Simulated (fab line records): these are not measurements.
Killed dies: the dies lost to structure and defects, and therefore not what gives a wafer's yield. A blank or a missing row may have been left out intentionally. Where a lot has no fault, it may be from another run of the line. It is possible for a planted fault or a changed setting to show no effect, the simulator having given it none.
fab line records	flow sky130
[record] lots = 14	wafers = 42	lastDay = 50
route steps=708 shown SD_N@354 LI_CONTACT@383 LOCAL_INTERCONNECT@387
lots that met no fault: from a run of the same line without faults
startH: hours from the record's opening day to when the first of the lot's shown wafers began	waitH: hours elapsed since this lot's preceding step	" same as the row above	L1.1+2: several wafers, shown together as one row	- value missing, or start not given	* or withheld: withheld	< > ~ a bound
route shown NAME@n: NAME is a module with steps in the file, n the number in the route of the first one	usual: mean and standard deviation over wafers with no fault	same: alike in all rows	chamber/n: place in a boat	sites: the reading at each site	_std_site: how widely they spread, as a standard deviation	_edge_site: the outer-site mean with the inner-site mean subtracted	radiusMm: for every site, how far away it sits from the centre of the wafer	mask NAME#n: copy n	behind: the tool/chamber that last shaped the wafer	hold: why the lot was held/for how many hours/how that ended	device: transistor that didn't switch, given as n, p or np	end of line: the route-end tests of the same wafers	step lacking rows: just its recipe	killed: not the wafer's yield, but the dies lost to structure and defects at the first sort	map: the dies of a wafer, with x for killed, . for not killed, _ for no die there
set.NAME: the setting that was run; set.NAME@STEP: the one run at that earlier step	model.NAME: the simulator's own value behind a step, which no gauge read
steps of the route over a sample of lots; a table a step, a row a wafer
services: a tool's chamber out of use, with start hour (startH, from the record's first day; less than 0 if before it), hours out, and reason
[[steps]]
[step SKY_SD_N_TW_MEAS_12]
[usual] SD_N_TW = 3979/27
lot.wafer	tool	chamber	startH	waitH	SD_N_TW
L780.2	filmMetro-03	-	636.63	0.1	3979
L780.4	"	-	"	"	4000
L780.5	"	-	"	"	3948
L779.2	filmMetro-01	-	638.78	0.1	3951
L779.3	"	-	"	"	3940
L779.5	"	-	"	"	3962
L781.1	filmMetro-03	-	656.37	0.1	3995
L781.4	"	-	"	"	4009
L781.5	"	-	"	"	3994
L782.1	filmMetro-03	-	676.22	0.1	4008
L782.2	"	-	"	"	4037
L782.3	"	-	"	"	4006
L783.1	filmMetro-01	-	684.52	0.1	3967
L783.3	"	-	"	"	3991
L783.6	"	-	"	"	3966
L785.2	filmMetro-03	-	695.93	0.1	3997
L785.5	"	-	"	"	4008
L785.6	"	-	"	"	3998
L784.3	filmMetro-02	-	697.64	0.1	3968
L784.5	"	-	"	"	3978
L784.6	"	-	"	"	3964
L790.3	filmMetro-01	-	735.35	0.1	3923
L790.4	"	-	"	"	3951
L790.5	"	-	"	"	3941
L793.1	filmMetro-02	-	757.97	0.1	3973
L793.5	"	-	"	"	3963
L793.6	"	-	"	"	3969
L797.2	filmMetro-02	-	789.53	0.1	3975
L797.3	"	-	"	"	3958
L797.4	"	-	"	"	3953
L798.1	filmMetro-02	-	811.87	0.1	3980
L798.4	"	-	"	"	3960
L798.5	"	-	"	"	3996
L800.2	filmMetro-01	-	819.93	0.1	3926
L800.5	"	-	"	"	3930
L800.6	"	-	"	"	3938
L801.1	filmMetro-03	-	820.62	0.1	4028
L801.3	"	-	"	"	4043
L801.5	"	-	"	"	4030
L802.2	filmMetro-02	-	827.13	0.1	3979
L802.3	"	-	"	"	3981
L802.5	"	-	"	"	3985
[step SKY_LI_CONTACT_CVD_21]
[recipe] material = W	targetThkNm = 400	timeS = 120.56	tempC = 400	pressureTorr = 40
[usual] heaterPowerW = 904/140
lot.wafer	tool	chamber	startH	waitH	heaterPowerW
L780.2	cvdW-01	0	667.13	0.0	1097
L780.4	"	1	"	"	831
L780.5	"	0	"	"	1095
L779.2	cvdW-02	0	669.73	0.0	818
L779.3	"	1	"	"	725
L779.5	"	0	"	"	799
L781.1	cvdW-01	1	686.88	0.0	834
L781.4	"	1	"	"	822
L781.5	"	1	"	"	818
L782.1	cvdW-01	1	706.07	0.0	851
L782.2	"	0	"	"	1067
L782.3	"	1	"	"	854
L783.1	cvdW-01	0	714.12	0.0	1138
L783.3	"	0	"	"	1077
L783.6	"	1	"	"	866
L785.2	cvdW-02	0	725.41	0.0	822
L785.5	"	0	"	"	822
L785.6	"	1	"	"	721
L784.3	cvdW-02	1	726.72	0.1	726
L784.5	"	1	"	"	715
L784.6	"	0	"	"	824
L790.3	cvdW-01	1	763.67	0.1	873
L790.4	"	0	"	"	1095
L790.5	"	1	"	"	861
L793.1	cvdW-01	1	786.43	0.0	876
L793.5	"	1	"	"	842
L793.6	"	0	"	"	1063
L797.2	cvdW-02	0	817.24	0.0	830
L797.3	"	0	"	"	837
L797.4	"	1	"	"	727
L798.1	cvdW-02	0	840.65	0.0	836
L798.4	"	1	"	"	702
L798.5	"	1	"	"	692
L800.2	cvdW-02	1	848.23	0.0	698
L800.5	"	1	"	"	718
L800.6	"	0	"	"	836
L801.1	cvdW-02	1	848.97	0.0	718
L801.3	"	1	"	"	723
L801.5	"	1	"	"	723
L802.2	cvdW-01	0	855.68	0.0	1098
L802.3	"	1	"	"	864
L802.5	"	1	"	"	856
[step SKY_LOCAL_INTERCONNECT_SPUTTER_00]
[recipe] material = TiN	targetThkNm = 100	tempC = 300	powerW = 6500	timeS = 83.3	chamberPressurePa = 0.4
[usual] chamberPressurePa = 0.4001/0.00079	substrateTempC = 299.97/0.19	throttleValvePct = 29.9/1.3
lot.wafer	tool	chamber	startH	waitH	chamberPressurePa	substrateTempC	throttleValvePct
L780.2	pvdSputter-02	-	667.73	0.2	0.4011	299.90	30.9
L780.4	"	-	"	"	0.3998	300.04	28.7
L780.5	"	-	"	"	0.3999	299.98	30.3
L779.2	pvdSputter-04	-	670.33	0.2	0.3994	299.85	29.2
L779.3	"	-	"	"	0.4003	299.96	27.6
L779.5	"	-	"	"	0.3991	299.74	29.0
L781.1	pvdSputter-02	-	687.78	0.1	0.4012	299.83	30.6
L781.4	"	-	"	"	0.4001	299.71	30.8
L781.5	"	-	"	"	0.4005	299.85	32.1
L782.1	pvdSputter-02	-	706.67	0.1	0.4001	299.94	30.3
L782.2	"	-	"	"	0.4000	300.14	32.0
L782.3	"	-	"	"	0.4009	299.64	31.0
L783.1	pvdSputter-02	-	714.72	0.1	0.4011	299.98	28.6
L783.3	"	-	"	"	0.4000	299.93	31.8
L783.6	"	-	"	"	0.4005	299.89	32.3
L785.2	pvdSputter-03	-	726.01	0.2	0.3995	299.79	29.4
L785.5	"	-	"	"	0.3984	299.54	30.3
L785.6	"	-	"	"	0.3997	299.98	29.5
L784.3	pvdSputter-03	-	727.29	0.2	0.3997	300.20	29.6
L784.5	"	-	"	"	0.4013	299.99	29.3
L784.6	"	-	"	"	0.3997	299.90	30.1
L790.3	pvdSputter-03	-	764.23	0.2	0.3996	300.18	30.0
L790.4	"	-	"	"	0.3989	300.05	27.7
L790.5	"	-	"	"	0.4007	300.23	29.3
L793.1	pvdSputter-03	-	787.03	0.1	0.3995	299.97	30.0
L793.5	"	-	"	"	0.3997	299.48	27.7
L793.6	"	-	"	"	0.4007	299.75	29.1
L797.2	pvdSputter-04	-	817.90	0.1	0.4014	300.08	30.0
L797.3	"	-	"	"	0.3996	300.33	27.5
L797.4	"	-	"	"	0.4006	300.18	30.5
L798.1	pvdSputter-04	-	841.26	0.2	0.3998	300.10	29.2
L798.4	"	-	"	"	0.3996	300.28	29.9
L798.5	"	-	"	"	0.4001	300.29	29.7
L800.2	pvdSputter-02	-	848.83	0.1	0.3990	300.05	30.8
L800.5	"	-	"	"	0.3997	300.22	30.9
L800.6	"	-	"	"	0.3999	299.69	30.4
L801.1	pvdSputter-02	-	849.57	0.1	0.4008	299.80	30.3
L801.3	"	-	"	"	0.4006	299.90	28.5
L801.5	"	-	"	"	0.3991	300.29	30.6
L802.2	pvdSputter-04	-	856.28	0.1	0.4009	299.86	29.3
L802.3	"	-	"	"	0.4002	299.55	30.6
L802.5	"	-	"	"	0.3994	300.02	27.4
[step SKY_LOCAL_INTERCONNECT_COAT_05]
[recipe] resist = BARC	tempC = withheld	timeS = withheld	spinRpm = 3000	resistThkNm = 60
[usual] dispensePressureKPa = 49/3.2	spinSpeedRpm = 3000.1/1.9
lot.wafer	tool	chamber	startH	waitH	dispensePressureKPa	spinSpeedRpm
L780.2	lithoTrack-01	0	682.24	0.1	49	2996.9
L780.4	"	0	"	"	48	2999.4
L780.5	"	0	"	"	49	3000.4
L779.2	lithoTrack-03	0	684.98	0.1	45	2999.2
L779.3	"	0	"	"	45	2998.7
L779.5	"	0	"	"	45	3001.3
L781.1	lithoTrack-03	0	700.70	0.1	45	2999.3
L781.4	"	0	"	"	45	3004.6
L781.5	"	0	"	"	45	3001.0
L782.1	lithoTrack-03	0	719.85	0.1	45	3000.7
L782.2	"	0	"	"	45	2998.3
L782.3	"	0	"	"	45	2999.7
L783.1	lithoTrack-01	0	727.82	0.1	49	3003.2
L783.3	"	0	"	"	49	3000.5
L783.6	"	0	"	"	49	3002.3
L785.2	lithoTrack-01	0	739.64	0.1	49	3001.7
L785.5	"	0	"	"	49	3002.0
L785.6	"	0	"	"	49	3000.5
L784.3	lithoTrack-04	0	740.91	0.1	54	2999.8
L784.5	"	0	"	"	54	2999.4
L784.6	"	0	"	"	54	2999.1
L790.3	lithoTrack-03	0	776.70	0.1	45	2268.8
L790.4	"	0	"	"	45	2268.5
L790.5	"	0	"	"	45	2267.5
L793.1	lithoTrack-03	0	799.85	0.1	45	2272.1
L793.5	"	0	"	"	45	2270.9
L793.6	"	0	"	"	45	2269.2
L797.2	lithoTrack-04	0	830.89	0.1	54	3001.8
L797.3	"	0	"	"	54	3001.5
L797.4	"	0	"	"	54	2999.4
L798.1	lithoTrack-01	0	854.12	0.1	48	3005.1
L798.4	"	0	"	"	48	3001.7
L798.5	"	0	"	"	48	3003.5
L800.2	lithoTrack-04	0	861.64	0.1	54	2999.7
L800.5	"	0	"	"	54	3002.7
L800.6	"	0	"	"	54	3002.5
L801.1	lithoTrack-03	0	862.10	0.1	45	3000.9
L801.3	"	0	"	"	45	3001.9
L801.5	"	0	"	"	45	3002.4
L802.2	lithoTrack-01	0	869.04	0.1	48	2998.1
L802.3	"	0	"	"	48	2999.9
L802.5	"	0	"	"	48	3000.3
[step SKY_LOCAL_INTERCONNECT_ETCH_13]
[recipe] chemistry = N2/H2	target = BARC	ionEnergyEv = 200	biasW = 100	pressureMtorr = 30	n2FlowSccm = 100	h2FlowSccm = 200	icpW = 500	stopOn = SiO2	timeS = 45.9	targetDepthA = 600
[usual] drypumpMotorCurrentA = 5.88/0.26	h2FlowSccm = 199.9/0.59	oesProductAu = 0.855/0.0049	throttleValvePct = 13.225/0.0094
lot.wafer	tool	chamber	startH	waitH	drypumpMotorCurrentA	h2FlowSccm	oesProductAu	rfHoursCounterH	throttleValvePct
L780.2	rieMetal-01	0	696.47	0.0	5.67	200.4	0.854	14	13.227
L780.4	"	1	"	"	5.76	199.6	0.849	-	13.206
L780.5	"	0	"	"	5.70	200.1	0.848	-	13.223
L779.2	rieMetal-04	0	698.77	0.0	6.18	200.3	0.859	5	13.213
L779.3	"	0	"	"	6.20	200.3	0.857	-	13.234
L779.5	"	1	"	"	5.59	200.3	0.849	-	13.220
L781.1	rieMetal-02	0	715.21	0.0	5.70	200.0	0.845	10	13.213
L781.4	"	0	"	"	5.68	200.6	0.852	-	13.230
L781.5	"	0	"	"	5.70	200.1	0.858	-	13.230
L782.1	rieMetal-02	0	734.62	0.0	5.67	200.8	0.851	11	13.219
L782.2	"	1	"	"	6.09	199.4	0.854	8	13.231
L782.3	"	0	"	"	5.65	199.7	0.863	-	13.231
L783.1	rieMetal-04	1	742.46	0.0	5.55	200.0	0.864	2	13.227
L783.3	"	0	"	"	6.19	198.7	0.854	-	13.222
L783.6	"	0	"	"	6.19	199.0	0.856	-	13.218
L785.2	rieMetal-02	0	753.41	0.0	5.66	198.7	0.850	11	13.226
L785.5	"	1	"	"	6.18	200.9	0.848	-	13.213
L785.6	"	0	"	"	5.66	199.6	0.859	-	13.231
L784.3	rieMetal-02	1	754.55	0.0	6.16	199.5	0.860	-	13.234
L784.5	"	1	"	"	6.15	200.1	0.857	-	13.231
L784.6	"	0	"	"	5.67	199.3	0.856	-	13.229
L790.3	rieMetal-04	0	789.88	0.0	6.18	199.4	0.924	-	13.225
L790.4	"	1	"	"	5.59	200.4	0.924	-	13.208
L790.5	"	1	"	"	5.57	199.2	0.925	-	13.214
L793.1	rieMetal-01	0	813.56	0.0	5.71	200.3	0.934	3	13.246
L793.5	"	1	"	"	5.77	200.9	0.931	-	13.238
L793.6	"	0	"	"	5.69	199.0	0.921	-	13.225
L797.2	rieMetal-02	1	844.91	0.0	6.22	200.5	0.856	11	13.237
L797.3	"	1	"	"	6.11	200.8	0.858	-	13.230
L797.4	"	0	"	"	5.71	199.8	0.866	-	13.221
L798.1	rieMetal-02	0	867.42	0.0	5.68	201.0	0.853	15	13.234
L798.4	"	1	"	"	6.14	199.5	0.854	-	13.224
L798.5	"	1	"	"	6.09	199.8	0.862	-	13.218
L800.2	rieMetal-02	1	874.89	0.0	6.16	200.2	0.856	-	13.234
L800.5	"	1	"	"	6.14	200.5	0.867	-	13.215
L800.6	"	1	"	"	6.13	200.6	0.861	-	13.232
L801.1	rieMetal-02	1	875.81	0.0	6.19	199.3	0.854	12	13.213
L801.3	"	1	"	"	6.15	198.6	0.857	-	13.234
L801.5	"	1	"	"	6.16	197.9	0.852	-	13.238
L802.2	rieMetal-04	0	882.08	0.0	6.20	200.5	0.849	11	13.210
L802.3	"	1	"	"	5.55	200.5	0.857	-	13.227
L802.5	"	1	"	"	5.53	200.2	0.856	-	13.220
[step SKY_LOCAL_INTERCONNECT_STRIP_15]
[recipe] chemistry = O2/N2	powerW = 1400	pressureMtorr = 1500	platenTempC = withheld	o2FlowSccm = 3000	n2FlowSccm = 300	overashFraction = 0.5
[usual] drypumpMotorCurrentA = 5.8/0.5	o2FlowSccm = 3000/8.4	oesProductAu = 0.427/0.0045	stripTimeToEndpointS = 4.735/0.022
[same] overashFraction = 0.5
lot.wafer	tool	chamber	startH	waitH	drypumpMotorCurrentA	o2FlowSccm	oesProductAu	rfHoursCounterH	stripTimeToEndpointS
L780.2	plasmaAsher-02	0	696.58	0.0	5.7	3017	0.431	102	4.720
L780.4	"	0	"	"	5.7	3004	0.429	-	4.734
L780.5	"	0	"	"	5.6	3004	0.425	-	4.739
L779.2	plasmaAsher-04	0	698.89	0.0	6.6	2995	0.423	87	4.737
L779.3	"	0	"	"	6.6	2983	0.432	-	4.731
L779.5	"	0	"	"	6.6	2995	0.432	-	4.713
L781.1	plasmaAsher-02	1	715.32	0.0	5.8	3021	0.418	103	4.718
L781.4	"	1	"	"	5.8	3002	0.438	-	4.730
L781.5	"	0	"	"	5.7	3009	0.429	-	4.741
L782.1	plasmaAsher-03	1	734.74	0.0	5.1	3004	0.427	59	4.730
L782.2	"	0	"	"	6.1	3001	0.434	59	4.735
L782.3	"	1	"	"	5.1	2988	0.424	-	4.753
L783.1	plasmaAsher-04	1	742.57	0.0	5.4	2984	0.428	92	4.721
L783.3	"	0	"	"	6.6	2993	0.429	-	4.758
L783.6	"	1	"	"	5.4	3005	0.420	-	4.736
L785.2	plasmaAsher-04	0	753.52	0.0	6.6	2990	0.417	93	4.703
L785.5	"	0	"	"	6.6	2983	0.428	-	4.731
L785.6	"	1	"	"	5.4	3017	0.426	-	4.699
L784.3	plasmaAsher-02	0	754.67	0.1	5.7	2981	0.430	-	4.768
L784.5	"	1	"	"	5.8	3012	0.425	-	4.746
L784.6	"	0	"	"	5.7	2986	0.429	-	4.724
L790.3	plasmaAsher-04	0	790.01	0.1	6.6	2997	0.435	-	4.847
L790.4	"	1	"	"	5.4	3000	0.428	-	4.850
L790.5	"	1	"	"	5.4	3008	0.430	-	4.820
L793.1	plasmaAsher-03	1	813.67	0.0	5.1	3014	0.434	66	4.822
L793.5	"	0	"	"	6.1	3001	0.429	-	4.824
L793.6	"	1	"	"	5.1	3013	0.430	-	4.840
L797.2	plasmaAsher-02	1	845.02	0.0	5.8	3004	0.421	10	4.725
L797.3	"	0	"	"	5.7	2998	0.428	-	4.753
L797.4	"	1	"	"	5.8	3006	0.425	-	4.736
L798.1	plasmaAsher-03	0	867.53	0.0	6.1	3000	0.424	72	4.725
L798.4	"	0	"	"	6.1	3002	0.424	-	4.703
L798.5	"	0	"	"	6.1	3008	0.429	-	4.695
L800.2	plasmaAsher-04	1	875.10	0.1	5.4	2990	0.426	105	4.738
L800.5	"	0	"	"	6.5	3002	0.424	-	4.732
L800.6	"	1	"	"	5.4	3011	0.433	-	4.732
L801.1	plasmaAsher-04	1	876.04	0.1	5.4	3000	0.427	105	4.743
L801.3	"	0	"	"	6.6	3002	0.423	-	4.763
L801.5	"	1	"	"	5.4	2998	0.428	-	4.728
L802.2	plasmaAsher-03	0	882.19	0.0	6.1	2995	0.425	73	4.750
L802.3	"	1	"	"	5.1	2996	0.426	-	4.726
L802.5	"	0	"	"	6.1	2997	0.433	-	4.736
[[services]]
tool	chamber	startH	hours	kind
pvdSputter-03	-	644.03	2.0	repair
pvdSputter-02	-	655.91	5.0	repair
cvdW-02	0	670.39	1.2	repair
cvdW-01	-	671.99	6.9	pm
plasmaAsher-02	-	691.70	0.6	repair
pvdSputter-02	-	698.35	0.5	repair
pvdSputter-03	-	703.65	0.5	repair
rieMetal-01	-	704.39	2.8	pm
rieMetal-01	1	709.74	4.2	repair
pvdSputter-03	-	712.58	5.7	repair
rieMetal-01	0	721.35	1.3	repair
plasmaAsher-02	-	733.75	9.0	pm
rieMetal-04	0	746.79	5.5	repair
cvdW-01	-	761.16	0.5	repair
plasmaAsher-03	-	766.22	1.0	repair
pvdSputter-04	-	803.63	4.1	repair
plasmaAsher-03	-	816.28	0.7	repair
pvdSputter-03	-	821.30	1.0	repair
rieMetal-01	0	831.71	6.1	repair
cvdW-02	-	841.62	1.3	repair
pvdSputter-03	-	844.45	10.9	repair
pvdSputter-04	-	848.05	0.5	repair
rieMetal-01	0	850.89	8.2	repair
cvdW-02	0	864.05	26.6	repair
[[key]]
[firstSign] step = SKY_LOCAL_INTERCONNECT_COAT_05	reading = spinSpeedRpm	direction = down	sigmas = 99+	usual = 3000.1	struck = 2269.5
[effect] step = SKY_LOCAL_INTERCONNECT_ETCH_13	reading = oesProductAu	direction = up	sigmas = 15	usual = 0.855	struck = 0.927
[effect] step = SKY_LOCAL_INTERCONNECT_STRIP_15	reading = stripTimeToEndpointS	direction = up	sigmas = 4.6	usual = *	struck = *
metAt SKY_LOCAL_INTERCONNECT_COAT_05
struckLots L790,L793
sortLeftOut L790.3,L790.4,L790.5
testerLeftOut L790,L793
notActingAt SKY_SD_N_TW_MEAS_12,SKY_LI_CONTACT_CVD_21,SKY_LOCAL_INTERCONNECT_SPUTTER_00
onsetBetween 719.85 776.70
[fault] kind = processParameterDrift	tool = lithoTrack-03	chamber = -	onsetH = 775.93	steps = SKY_LOCAL_INTERCONNECT_COAT_05	channel = spinRpm	offset = -731.96	shape = step	endH = 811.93	actsIn = theseRecipesOnly	stated = 3000
// testerLeftOut: of these lots the tester's yield and bins aren't shown, on N5 and GAA mostly nor the transistor test; their killed dies are dies lost to structure and defects alone, not to doping, threshold or leakage, so they don't give the yield
// sortLeftOut: the simulated sort isn't trusted on such a fault, so these wafers' sort isn't shown, and their yield isn't known
